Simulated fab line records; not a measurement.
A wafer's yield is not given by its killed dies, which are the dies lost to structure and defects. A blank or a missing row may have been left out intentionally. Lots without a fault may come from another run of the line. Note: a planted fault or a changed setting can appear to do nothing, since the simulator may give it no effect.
fab line records | flow sky130
record: lots: 5 wafers: 15 last_day: 50
route steps=708 shown LOCAL_INTERCONNECT@394 CONTACT@406 PAD_OPEN@708
lots with no fault: from the same line, run without faults
start_h: hours from the record's opening day to when the first of the lot's shown wafers began | wait_h: how many hours have passed since the lot's step before this one | " the same as in the row above | L1.1+2: a single row standing in for several wafers | - no value, or no start was given | * or withheld: withheld | < > ~ a bound
route shown NAME@n: NAME is a module with steps in the file, n the number in the route of the first one | usual: mean/standard deviation of fault-free wafers | same: alike in all rows | chamber/n: place in a boat | sites: the reading at each site | _std_site: standard deviation across them | _edge_site: outer sites' mean less inner sites' | radius_mm: for every site, how far away it sits from the centre of the wafer | mask NAME#n: copy n | behind: the last tool/chamber to shape the wafer | hold: cause of the lot's hold/its duration in hours/its outcome | device: the n, p or np transistor that did not switch | end of line: at the end of the route, the tests of the same wafers | where a step has no rows: the recipe by itself | killed: dies lost to structure and defects at the first sort, not the wafer's yield | map: a wafer's dies, x killed, . not, _ none there
set.NAME: the run value of the setting; set.NAME@STEP: its run value at that earlier step | model.NAME: the simulator's own value behind a step, which no gauge read
a table for each step, a row for each wafer; lots at some steps of the route
services: from which hour (start_h, from the record's first day; less than 0 if before it) a tool's chamber was out of use, for how many hours, and why
== steps ==
step: SKY_LOCAL_INTERCONNECT_SOFTBAKE_07
recipe: temp_c: 100 time_s: 90 resist: KrF-thick
step: SKY_LOCAL_INTERCONNECT_EXPOSE_08
recipe: mask_id: LI1M na: 0.8 source_shape: annular sigma_inner: 0.55 sigma_outer: 0.85 target_cd_nm: 170 dose_mj: 28
step: SKY_LOCAL_INTERCONNECT_PEB_09
recipe: peb_temp_c: withheld peb_time_s: withheld resist: KrF-thick
step: SKY_LOCAL_INTERCONNECT_DEVELOP_10
recipe: develop_time_s: 60 resist: KrF-thick dev_temp_c: 21
step: SKY_LOCAL_INTERCONNECT_CD_MEAS_11
recipe: target_cd_nm: 170
usual: cd_nm: 170.8/1.7
columns lot.wafer tool chamber start_h wait_h cd_nm
L889.1 cd_sem-02 - 703.05 - 173.4
L889.2 " - " " 172.4
L889.4 " - " " 173.3
L896.2 cd_sem-01 - 766.40 - 171.1
L896.3 " - " " 171.1
L896.5 " - " " 171.3
L905.3 cd_sem-01 - 830.62 - 170.9
L905.4 " - " " 170.6
L905.6 " - " " 169.6
L908.3 cd_sem-02 - 854.04 - 171.3
L908.5 " - " " 171.7
L908.6 " - " " 170.5
L910.1 cd_sem-01 - 880.45 - 171.6
L910.2 " - " " 172.4
L910.6 " - " " 171.6
step: SKY_LOCAL_INTERCONNECT_OVL_MEAS_12
usual: LOCAL_INTERCONNECT_OVL: -4/5.9
columns lot.wafer tool chamber start_h wait_h LOCAL_INTERCONNECT_OVL[nm]
L889.1 overlay-02 - 703.17 0.1 0
L889.2 " - " " -6
L889.4 " - " " -3
L896.2 overlay-01 - 766.51 0.1 -4
L896.3 " - " " 4
L896.5 " - " " 0
L905.3 overlay-02 - 830.71 0.1 -15
L905.4 " - " " -11
L905.6 " - " " -5
L908.3 overlay-02 - 854.13 0.1 -3
L908.5 " - " " 3
L908.6 " - " " 1
L910.1 overlay-02 - 880.57 0.1 -7
L910.2 " - " " -5
L910.6 " - " " 1
step: SKY_LOCAL_INTERCONNECT_ETCH_13
recipe: chemistry: N2/H2 target: BARC ion_energy_ev: 200 bias_w: 100 pressure_mtorr: 30 n2_flow_sccm: 100 h2_flow_sccm: 200 icp_w: 500 stop_on: SiO2 time_s: 45.9 target_depth_a: 600
step: SKY_LOCAL_INTERCONNECT_METAL_ETCH_14
recipe: target_depth_nm: 110 stop_on: PSG chemistry: Cl2/BCl3 target: TiN resist_sidewall_deg: 88 pressure_mtorr: 10 icp_w: 900 bias_w: 48.5 Cl2_flow_sccm: 60 bcl3_flow_sccm: 30 time_s: 31.4
usual: drypump_motor_current_A: 6.2/0.33 oes_product_au: 0.942/0.0074 throttle_valve_pct: 21.900/0.0097
same: time_s: 31.4
columns lot.wafer tool chamber start_h wait_h drypump_motor_current_A oes_product_au rf_hours_counter_h throttle_valve_pct
L889.1 rie_metal-04 1 703.27 0.0 6.2 0.939 1 21.889
L889.2 " 0 " " 6.1 0.931 10 21.914
L889.4 " 0 " " 6.1 0.930 - 21.902
L896.2 rie_metal-01 0 766.60 0.0 6.8 0.929 1 21.903
L896.3 " 1 " " 5.3 0.943 - 21.921
L896.5 " 0 " " 6.8 0.934 - 21.902
L905.3 rie_metal-03 1 830.82 0.0 6.0 0.954 - 21.904
L905.4 " 0 " " 6.2 0.939 - 21.906
L905.6 " 0 " " 6.2 0.940 - 21.909
L908.3 rie_metal-03 0 854.24 0.0 6.2 0.943 - 21.911
L908.5 " 0 " " 6.2 0.938 - 21.900
L908.6 " 1 " " 6.1 0.939 - 21.885
L910.1 rie_metal-01 0 880.67 0.0 6.7 0.945 6 21.908
L910.2 " 1 " " 5.3 0.931 3 21.909
L910.6 " 0 " " 6.8 0.942 - 21.899
step: SKY_LOCAL_INTERCONNECT_STRIP_15
recipe: chemistry: O2/N2 power_w: 1400 pressure_mtorr: 1500 platen_temp_c: withheld o2_flow_sccm: 3000 n2_flow_sccm: 300 overash_fraction: 0.5
usual: drypump_motor_current_A: 5.7/0.31 oes_product_au: 0.426/0.0045 strip_time_to_endpoint_s: 4.713/0.02
columns lot.wafer tool chamber start_h wait_h drypump_motor_current_A oes_product_au rf_hours_counter_h strip_time_to_endpoint_s
L889.1 plasma_asher-03 1 703.32 0.0 5.7 0.432 100 4.738
L889.2 " 0 " " 5.1 0.430 100 4.726
L889.4 " 0 " " 5.1 0.429 - 4.739
L896.2 plasma_asher-04 0 766.65 0.0 6.2 0.427 98 4.704
L896.3 " 0 " " 6.2 0.424 - 4.722
L896.5 " 0 " " 6.2 0.421 - 4.735
L905.3 plasma_asher-02 1 830.89 0.1 5.5 0.416 - 4.714
L905.4 " 0 " " 5.6 0.423 - 4.710
L905.6 " 0 " " 5.6 0.418 - 4.703
L908.3 plasma_asher-04 0 854.30 0.1 6.2 0.424 - 4.686
L908.5 " 0 " " 6.2 0.422 - 4.685
L908.6 " 1 " " 5.8 0.427 - 4.719
L910.1 plasma_asher-03 0 880.72 0.0 5.2 0.421 13 4.687
L910.2 " 1 " " 5.7 0.429 13 4.706
L910.6 " 0 " " 5.1 0.427 - 4.704
step: SKY_LOCAL_INTERCONNECT_STRIP_16
recipe: chemistry: post_etch_residue_remover time_s: 1200 temp_c: 72.5
step: SKY_LOCAL_INTERCONNECT_CLEAN_17
recipe: chemistry: IPA time_s: 180 temp_c: 25
step: SKY_LOCAL_INTERCONNECT_CLEAN_18
recipe: chemistry: O3/DIW dry: n2_spin
step: SKY_CONTACT_CVD_00
recipe: material: Si3N4 target_thk_nm: 75 temp_c: 400 time_s: withheld rf_w: 450
usual: heater_power_w: 712/93
columns lot.wafer tool chamber start_h wait_h heater_power_w model.Si3N4_of_CONTACT_CVD_00.thk_nm
L889.1 pecvd-01 1 703.93 0.0 874 72.7
L889.2 " 0 " " 707 74.33
L889.4 " 1 " " 919 74.39
L896.2 pecvd-04 1 767.24 0.0 620 74
L896.3 " 2 " " 608 74.64
L896.5 " 0 " " 566 74.81
L905.3 pecvd-01 0 831.47 0.0 666 76.01
L905.4 " 2 " " 625 75.56
L905.6 " 0 " " 667 74.76
L908.3 pecvd-04 0 854.86 0.0 588 75.55
L908.5 " 1 " " 711 77.73
L908.6 " 2 " " 660 83.98
L910.1 pecvd-01 1 881.31 0.0 861 73.13
L910.2 " 2 " " 688 73.71
L910.6 " 2 " " 682 73.81
step: SKY_CONTACT_THK_MEAS_01
recipe: reads: Si3N4_of_CONTACT_CVD_00
usual: CONTACT_CVD_00_THK: 75.1/1
columns lot.wafer tool chamber start_h wait_h CONTACT_CVD_00_THK[nm]
L889.1 film_metro-03 - 703.96 - 72.7
L889.2 " - " " 74.4
L889.4 " - " " 74.4
L896.2 film_metro-03 - 767.29 - 74.1
L896.3 " - " " 74.7
L896.5 " - " " 74.8
L905.3 film_metro-01 - 831.52 - 76.0
L905.4 " - " " 75.6
L905.6 " - " " 74.8
L908.3 film_metro-01 - 854.92 - 75.5
L908.5 " - " " 77.8
L908.6 " - " " 83.9
L910.1 film_metro-02 - 881.36 - 73.2
L910.2 " - " " 73.7
L910.6 " - " " 73.8
step: SKY_CONTACT_HDPCVD_02
recipe: material: SiO2 target_thk_nm: 565 sigma_open_frac: 0.3 time_s: 94.2 temp_c: 600 sih4_flow_sccm: 60 pressure_mtorr: 6
step: SKY_CONTACT_THK_MEAS_03
recipe: reads: SiO2_of_CONTACT_HDPCVD_02
usual: CONTACT_HDPCVD_THK: 564/6.1
columns lot.wafer tool chamber start_h wait_h CONTACT_HDPCVD_THK[nm]
L889.1 film_metro-01 - 704.09 0.0 563
L889.2 " - " " 555
L889.4 " - " " 555
L896.2 film_metro-01 - 767.42 0.0 563
L896.3 " - " " 553
L896.5 " - " " 557
L905.3 film_metro-03 - 831.65 0.1 566
L905.4 " - " " 570
L905.6 " - " " 565
L908.3 film_metro-03 - 855.04 0.1 561
L908.5 " - " " 567
L908.6 " - " " 558
L910.1 film_metro-03 - 881.53 0.1 560
L910.2 " - " " 570
L910.6 " - " " 558
step: SKY_CONTACT_CMP_04
recipe: material: SiO2 down_force_psi: 4 platen_rpm: 60 pad_velocity_m_s: 0.94248
usual: motor_current_A: 12.6/0.72 platen_rpm: 60.01/0.043
columns lot.wafer tool chamber start_h wait_h motor_current_A platen_rpm
L889.2 cmp-01 3 704.15 0.0 12.9 59.99
L889.4 " 1 " " 11.8 60.02
L889.1 " 2 " " 13.0 59.99
L896.2 cmp-01 0 767.57 0.1 12.4 59.99
L896.3 " 1 " " 12.1 60.10
L896.5 " 2 " " 12.7 60.03
L905.3 cmp-02 0 831.79 0.1 11.6 60.01
L905.4 " 1 " " 11.9 60.04
L905.6 " 3 " " 13.1 59.99
L908.3 cmp-02 3 855.18 0.1 14.1 60.02
L908.6 " 1 " " 12.2 59.99
L908.5 " 2 " " 12.3 60.02
L910.1 cmp-01 1 881.59 0.1 12.9 59.98
L910.2 " 0 " " 12.9 60.09
L910.6 " 2 " " 13.5 60.01
step: SKY_CONTACT_BOW_MEAS_05
recipe: mode: bow
usual: CONTACT_BOW: 81/7.4
columns lot.wafer tool chamber start_h wait_h CONTACT_BOW[um]
L889.1 film_metro-02 - 704.45 0.1 77
L889.2 " - " " 89
L889.4 " - " " 85
L896.2 film_metro-03 - 767.79 0.2 84
L896.3 " - " " 78
L896.5 " - " " 84
L905.3 film_metro-01 - 832.03 0.2 67
L905.4 " - " " 74
L905.6 " - " " 71
L908.3 film_metro-02 - 855.42 0.2 76
L908.5 " - " " 87
L908.6 " - " " 86
L910.1 film_metro-03 - 881.89 0.2 89
L910.2 " - " " 75
L910.6 " - " " 80
step: SKY_CONTACT_DEHYDRATE_06
recipe: temp_c: 200 time_s: 60
step: SKY_CONTACT_HMDS_07
recipe: prime_time_s: 61.59 prime_temp_c: 120
step: SKY_CONTACT_COAT_08
recipe: resist: BARC temp_c: withheld time_s: withheld spin_rpm: 3000 resist_thk_nm: 60
step: SKY_CONTACT_COAT_09
recipe: resist: KrF-thick spin_rpm: 3000 resist_thk_nm: 450
step: SKY_CONTACT_SOFTBAKE_10
recipe: temp_c: 100 time_s: 90 resist: KrF-thick
step: SKY_CONTACT_EXPOSE_11
recipe: mask_id: CTM1 na: 0.8 source_shape: annular sigma_inner: 0.55 sigma_outer: 0.85 target_cd_nm: 170 dose_mj: 38
step: SKY_CONTACT_PEB_12
recipe: peb_temp_c: withheld peb_time_s: withheld resist: KrF-thick
step: SKY_CONTACT_DEVELOP_13
recipe: develop_time_s: 60 resist: KrF-thick dev_temp_c: 21
step: SKY_CONTACT_CD_MEAS_14
recipe: target_cd_nm: 170
usual: cd_nm: 169.5/1.8
columns lot.wafer tool chamber start_h wait_h cd_nm
L889.1 cd_sem-02 - 732.17 - 172.2
L889.2 " - " " 171.3
L889.4 " - " " 172.4
L896.2 cd_sem-01 - 794.72 - 168.6
L896.3 " - " " 168.8
L896.5 " - " " 169.0
L905.3 cd_sem-02 - 857.69 - 167.0
L905.4 " - " " 166.2
L905.6 " - " " 167.1
L908.3 cd_sem-02 - 880.14 - 171.1
L908.5 " - " " 171.4
L908.6 " - " " 170.9
L910.1 cd_sem-02 - 907.52 - 171.1
L910.2 " - " " 170.7
L910.6 " - " " 170.6
step: SKY_CONTACT_OVL_MEAS_15
usual: CONTACT_OVL: 2/5.8
columns lot.wafer tool chamber start_h wait_h CONTACT_OVL[nm]
L889.1 overlay-01 - 732.29 0.1 7
L889.2 " - " " 0
L889.4 " - " " -1
L896.2 overlay-01 - 794.83 0.1 5
L896.3 " - " " -7
L896.5 " - " " -8
L905.3 overlay-02 - 857.78 0.1 8
L905.4 " - " " 1
L905.6 " - " " -4
L908.3 overlay-01 - 880.23 0.1 -5
L908.5 " - " " 0
L908.6 " - " " 3
L910.1 overlay-02 - 907.64 0.1 0
L910.2 " - " " 7
L910.6 " - " " 8
step: SKY_CONTACT_ETCH_16
recipe: chemistry: N2/H2 target: BARC ion_energy_ev: 200 source_w: 500 bias_w: 100 pressure_mtorr: 30 n2_flow_sccm: 100 h2_flow_sccm: 200 stop_on: SiO2 time_s: 45.9 target_depth_a: 600
step: SKY_CONTACT_ETCH_17
recipe: target: SiO2 chemistry: C4F8/O2/Ar stop_on: Si3N4 mask_material: KrF-thick source_w: 1500 bias_w: 1200 pressure_mtorr: 40 c4f8_flow_sccm: withheld O2_flow_sccm: 6 Ar_flow_sccm: 300 time_s: withheld target_depth_a: 3400
usual: oes_product_au: 0.892/0.0053
columns lot.wafer tool chamber start_h wait_h oes_product_au
L889.1 rie_diel-03 0 732.37 0.0 0.885
L889.2 " 1 " " 0.890
L889.4 " 3 " " 0.899
L896.2 rie_diel-01 2 794.90 0.0 0.894
L896.3 " 3 " " 0.898
L896.5 " 2 " " 0.895
L905.3 rie_diel-03 2 857.85 0.0 0.890
L905.4 " 0 " " 0.897
L905.6 " 0 " " 0.892
L908.3 rie_diel-02 0 880.30 0.0 0.885
L908.5 " 2 " " 0.891
L908.6 " 3 " " 0.887
L910.1 rie_diel-02 3 907.72 0.0 0.894
L910.2 " 2 " " 0.891
L910.6 " 2 " " 0.890
step: SKY_CONTACT_ETCH_18
recipe: target: Si3N4 chemistry: CHF3/O2 stop_on: TiN source_w: 600 bias_w: 200 pressure_mtorr: 40 chf3_flow_sccm: 50 O2_flow_sccm: 5 time_s: 39 target_depth_a: 750
usual: drypump_motor_current_A: 5.6/0.42 oes_product_au: 0.855/0.0084 throttle_valve_pct: 8.793/0.0087
same: time_s: 39
columns lot.wafer tool chamber start_h wait_h drypump_motor_current_A oes_product_au rf_hours_counter_h throttle_valve_pct model.etch.depth_nm
L889.1 rie_diel-03 0 - - 5.9 0.837 40 8.786 72.7
L889.2 " 1 " " 5.5 0.848 7 8.799 74.33
L889.4 " 3 " " 5.9 0.850 11 8.798 74.39
L896.2 rie_diel-01 2 - - 6.1 0.838 20 8.787 74
L896.3 " 3 " " 5.6 0.848 20 8.792 74.64
L896.5 " 2 " " 6.1 0.852 - 8.782 74.81
L905.3 rie_diel-03 2 - - 5.1 0.868 9 8.791 76.01
L905.4 " 0 " " 5.9 0.858 2 8.773 75.56
L905.6 " 0 " " 6.0 0.860 - 8.791 74.76
L908.3 rie_diel-02 0 - - 5.1 0.855 21 8.797 75.55
L908.5 " 2 " " 5.5 0.875 - 8.793 77.73
L908.6 " 3 " " 5.9 0.911 - 8.813 83.98
L910.1 rie_diel-02 3 - - 5.8 0.840 9 8.788 73.13
L910.2 " 2 " " 5.5 0.841 12 8.798 73.71
L910.6 " 2 " " 5.5 0.849 - 8.801 73.81
step: SKY_CONTACT_STRIP_19
recipe: chemistry: O2/N2 power_w: 1400 pressure_mtorr: 1500 platen_temp_c: withheld o2_flow_sccm: 3000 n2_flow_sccm: 300 overash_fraction: 0.5
usual: drypump_motor_current_A: 5.6/0.34 oes_product_au: 0.380/0.0051 strip_time_to_endpoint_s: 3.62/0.037
columns lot.wafer tool chamber start_h wait_h drypump_motor_current_A oes_product_au rf_hours_counter_h strip_time_to_endpoint_s
L889.1 plasma_asher-03 0 732.46 - 5.2 0.387 103 3.67
L889.2 " 1 " " 5.7 0.376 103 3.61
L889.4 " 1 " " 5.7 0.379 - 3.57
L896.2 plasma_asher-03 1 794.99 - 5.7 0.383 5 3.60
L896.3 " 1 " " 5.7 0.379 - 3.67
L896.5 " 1 " " 5.7 0.380 - 3.62
L905.3 plasma_asher-04 1 857.97 - 5.8 0.373 - 3.58
L905.4 " 0 " " 6.2 0.375 - 3.59
L905.6 " 0 " " 6.2 0.377 - 3.59
L908.3 plasma_asher-04 0 880.42 - 6.2 0.394 - 3.63
L908.5 " 1 " " 5.8 0.377 - 3.61
L908.6 " 0 " " 6.2 0.373 - 3.56
L910.1 plasma_asher-03 1 907.81 - 5.7 0.379 17 3.63
L910.2 " 0 " " 5.2 0.384 17 3.66
L910.6 " 1 " " 5.7 0.380 - 3.67
step: SKY_PAD_OPEN_PROBE_99
usual: killed_at_M0_to_M3: 43/7 killed_at_M4_up: 3.3/1.8 killed_at_contacts: 24/6.2 killed_at_front_end: 16/4.7 killed_at_other: 0.4/0.58 killed_dies: 87/10 killed_open: 47/6.4 killed_short: 39/7
same: gross_dies: 492 killed_at_back_side: 0
columns lot.wafer tool chamber start_h wait_h killed_at_M0_to_M3 killed_at_M4_up killed_at_contacts killed_at_front_end killed_at_other killed_dies killed_open killed_short
L896.2 prober-02 - 1121.83 0.1 46 6 36 19 1 108 49 59
L896.3 prober-02 - 1121.88 0.2 40 4 30 16 0 90 48 42
L896.5 prober-02 - 1121.98 0.2 31 1 23 12 0 67 42 25
L908.3 prober-02 - 1184.18 0.2 31 3 28 13 0 75 44 31
L908.5 prober-02 - 1184.28 0.2 39 2 16 22 1 80 40 40
L908.6 prober-02 - 1184.33 0.2 44 2 15 19 1 81 52 29
killed by level:class
L896.2 CONTACT:geometric_particle:open=13 VIA1:geometric_particle:open=10 FIELD_ISO:geometric_particle:short=8 LOCAL_INTERCONNECT:geometric_particle:short=7 VIA1:geometric_particle:short=6 VIA3:geometric_particle:short=6 METAL4:geometric_particle:short=6 LI_CONTACT:geometric_particle:open=5
L896.3 VIA1:geometric_particle:open=12 LI_CONTACT:geometric_particle:open=10 VIA2:geometric_particle:open=6 CONTACT:geometric_particle:open=6 FIELD_ISO:geometric_particle:short=5 CONTACT:geometric_particle:short=5 METAL2:geometric_particle:short=5 METAL4:geometric_particle:short=4
L896.5 VIA1:geometric_particle:open=10 CONTACT:geometric_particle:open=8 VIA2:geometric_particle:open=7 LI_CONTACT:geometric_particle:open=6 CONTACT:geometric_particle:short=6 FIELD_ISO:geometric_particle:short=4 METAL1:geometric_particle:short=4 POLY_GATE:geometric_particle:open=3
L908.3 CONTACT:geometric_particle:open=13 VIA1:geometric_particle:open=8 VIA3:geometric_particle:open=5 LI_CONTACT:geometric_particle:open=4 VIA1:geometric_particle:short=4 FIELD_ISO:geometric_particle:short=3 FIELD_ISO:geometric_particle:open=3 POLY_GATE:geometric_particle:short=3
L908.5 VIA1:geometric_particle:open=8 POLY_GATE:geometric_particle:short=6 CONTACT:geometric_particle:open=6 FIELD_ISO:geometric_particle:open=5 VIA2:geometric_particle:open=5 POLY_GATE:geometric_particle:open=5 METAL2:geometric_particle:short=5 CONTACT:geometric_particle:short=4
L908.6 FIELD_ISO:geometric_particle:open=10 VIA3:geometric_particle:open=8 CONTACT:geometric_particle:open=7 METAL1:geometric_particle:short=6 VIA1:geometric_particle:open=6 VIA3:geometric_particle:short=6 METAL2:geometric_particle:short=5 VIA2:geometric_particle:open=4
== services ==
columns tool chamber start_h hours kind
pecvd-04 - 687.28 6.4 repair
cmp-01 - 690.75 6.4 pm
rie_metal-03 1 695.33 11.4 repair
cmp-01 - 699.56 1.5 repair
plasma_asher-04 - 705.34 0.9 repair
cmp-02 - 710.48 2.5 repair
plasma_asher-04 - 712.39 1.1 repair
rie_diel-02 1 712.67 2.9 repair
cmp-01 - 712.71 0.7 repair
plasma_asher-03 - 733.75 9.0 pm
rie_diel-02 1 736.36 16.2 repair
rie_diel-02 3 738.56 7.5 repair
rie_diel-03 1 742.12 7.5 repair
rie_diel-03 3 769.88 3.0 repair
rie_diel-03 1 803.07 5.4 repair
cmp-01 - 854.48 3.1 repair
rie_diel-02 0 855.87 4.3 repair
rie_diel-02 1 857.86 3.7 repair
cmp-01 - 858.35 5.7 pm
pecvd-01 0 873.86 8.0 repair
plasma_asher-03 - 881.51 2.8 pm
pecvd-01 - 897.81 0.9 repair
rie_diel-03 0 899.35 15.1 repair
plasma_asher-04 - 903.41 7.3 repair
== key ==
first_sign: step: SKY_CONTACT_THK_MEAS_01 reading: CONTACT_CVD_00_THK direction: up sigmas: 8.5 usual: 75.1 struck: 83.9
effect: step: SKY_CONTACT_ETCH_18 reading: oes_product_au direction: up sigmas: 6.8 usual: 0.855 struck: 0.911
model_effect: step: SKY_CONTACT_CVD_00 value: Si3N4_of_CONTACT_CVD_00.thk_nm without: 77.37 struck: 83.98
model_effect: step: SKY_CONTACT_ETCH_18 value: etch.depth_nm without: 77.37 struck: 83.98
met_at SKY_CONTACT_CVD_00
struck_wafers L908.6
tester_left_out L908
onset_between 767.24 854.86
fault: kind: process_parameter_drift tool: pecvd-04 chamber: 2 onset_h: 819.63 steps: SKY_CONTACT_CVD_00 channel: time_s offset: withheld shape: step end_h: 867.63 acts_in: *
tester_left_out: of these lots the tester's yield and bins aren't shown, on N5 and GAA mostly nor the transistor test; their killed dies are dies lost to structure and defects alone, not to doping, threshold or leakage, so they don't give the yield
